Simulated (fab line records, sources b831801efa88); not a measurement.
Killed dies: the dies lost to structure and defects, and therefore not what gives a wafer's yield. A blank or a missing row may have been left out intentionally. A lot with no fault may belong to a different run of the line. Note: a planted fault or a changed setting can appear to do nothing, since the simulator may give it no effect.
Chamber matching | flow sky130 | 4 sister chambers for SKY_VIA2_ETCH_15 on rie-diel-04
The step etches SiO2 in C4F8/O2/Ar, stops on TiN, target depth 546 nm, time 84 s. 4 wafers are shown with their chamber, then 9 later ones without.

== WAFERS, EACH WITH ITS CHAMBER ==
wafer  | chamber | oes-product-au (a.u.)
L079.1 | 3       | 0.934
L082.6 | 0       | 0.946
L081.5 | 2       | 0.936
L081.6 | 1       | 0.929

== WAFERS WHOSE CHAMBER IS MISSING ==
wafer  | oes-product-au (a.u.)
L087.2 | 0.931
L087.4 | 0.939
L087.6 | 0.928
L089.1 | 0.942
L089.3 | 0.934
L089.5 | 0.939
L093.2 | 0.934
L093.3 | 0.941
L093.4 | 0.943

== CHAMBER TAKEN BY EACH ==
wafer  | from the rows above          | in truth
L087.2 | can't be placed: 1 or 3 or 2 | 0
L087.4 | can't be placed: 2 or 3 or 0 | 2
L087.6 | can't be placed: 1 or 3      | 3
L089.1 | can't be placed: 0 or 2 or 3 | 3
L089.3 | can't be placed: 3 or 2 or 1 | 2
L089.5 | can't be placed: 2 or 3 or 0 | 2
L093.2 | can't be placed: 3 or 2 or 1 | 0
L093.3 | can't be placed: 2 or 0 or 3 | 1
L093.4 | can't be placed: 0 or 2      | 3
Correctly placed: 0 of 9. From these rows, 9 cannot be placed; in 5 the true chamber is one of the candidates. 0 placed wrongly.
How it was worked out, from the rows above alone: a wafer's distance from a chamber is the root of the sum, over the readings, of the square of ((its reading less the chamber's mean) divided by the reading's scatter). If the next closest chamber is less than 2 further off than the closest, the wafer can't be placed; otherwise it belongs to the closest. The mean given for a chamber averages the wafers shown for that chamber. The scatter (one wafer shown for each chamber): square how far every hidden wafer sits from the nearest shown wafer, average those squares and take the square root.
